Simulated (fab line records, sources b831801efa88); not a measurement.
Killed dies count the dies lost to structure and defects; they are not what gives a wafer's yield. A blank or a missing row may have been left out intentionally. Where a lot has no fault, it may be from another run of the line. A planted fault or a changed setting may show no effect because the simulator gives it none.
2 desks, one fault + flow gf180mcu + each desk has only its own numbers; what lay behind them comes last

## METROLOGY DESK
Means of the sampled wafers that have a number, per lot and without regard to the tool the lot ran on: this is what the gauges read. Any lot whose mean is over 4 standard deviations away from the usual mean is out of limits and marked OUT; that distance is given in the brackets.
Columns: A = M2_ALCU_RS at GF_M2_RS_MEAS_05, usual 0.0694 ohm/sq; B = M2_ALCU_THK at GF_M2_THK_MEAS_06, usual 455 nm
| lot  | first seen here | A      | B   |
|------|-----------------|--------|-----|
| L702 | day 17 21:21    | 0.0695 | 452 |
| L703 | day 18 08:46    | 0.0689 | 456 |
| L704 | day 18 20:33    | 0.0699 | 455 |
| L707 | day 20 04:52    | 0.0695 | 453 |
| L710 | day 21 05:10    | 0.0702 | 455 |
| L717 | day 23 23:13    | 0.0698 | 452 |
| L718 | day 24 05:56    | 0.0696 | 461 |
| L721 | day 25 02:17    | 0.0684 | 457 |
| L723 | day 25 17:48    | 0.0697 | 450 |
| L724 | day 26 02:34    | 0.0690 | 455 |
| L725 | day 26 09:38    | 0.0683 | 457 |
This desk's finding: nothing out of limits on any of the 11 lots.

## THE TOOL OWNER'S DESK: pvdSputter-04
The tool's own readings at GF_M2_SPUTTER_04 (material TiN, target thk 50 nm, time 41.7 s): means of the sampled wafers that have a number, for each lot that ran on this tool. Any lot whose mean is over 4 standard deviations away from the usual mean is out of limits and marked OUT; that distance is given in the brackets.
Columns: A = throttleValvePct at GF_M2_SPUTTER_04, usual 29.6 %
| lot  | first seen here | A    |
|------|-----------------|------|
| L703 | day 18 08:42    | 28.9 |
| L704 | day 18 20:31    | 29.4 |
| L707 | day 20 04:48    | 29.2 |
| L710 | day 21 05:07    | 29.2 |
| L723 | day 25 17:43    | 29.3 |
| L724 | day 26 02:30    | 29.2 |
This desk's finding: nothing out of limits on any of the 6 lots.

## ALL TOGETHER
Nothing out of limits was seen by the metrology desk.
The desk of the tool owner found nothing out of limits.

## WHAT THE SIMULATOR PUT IN
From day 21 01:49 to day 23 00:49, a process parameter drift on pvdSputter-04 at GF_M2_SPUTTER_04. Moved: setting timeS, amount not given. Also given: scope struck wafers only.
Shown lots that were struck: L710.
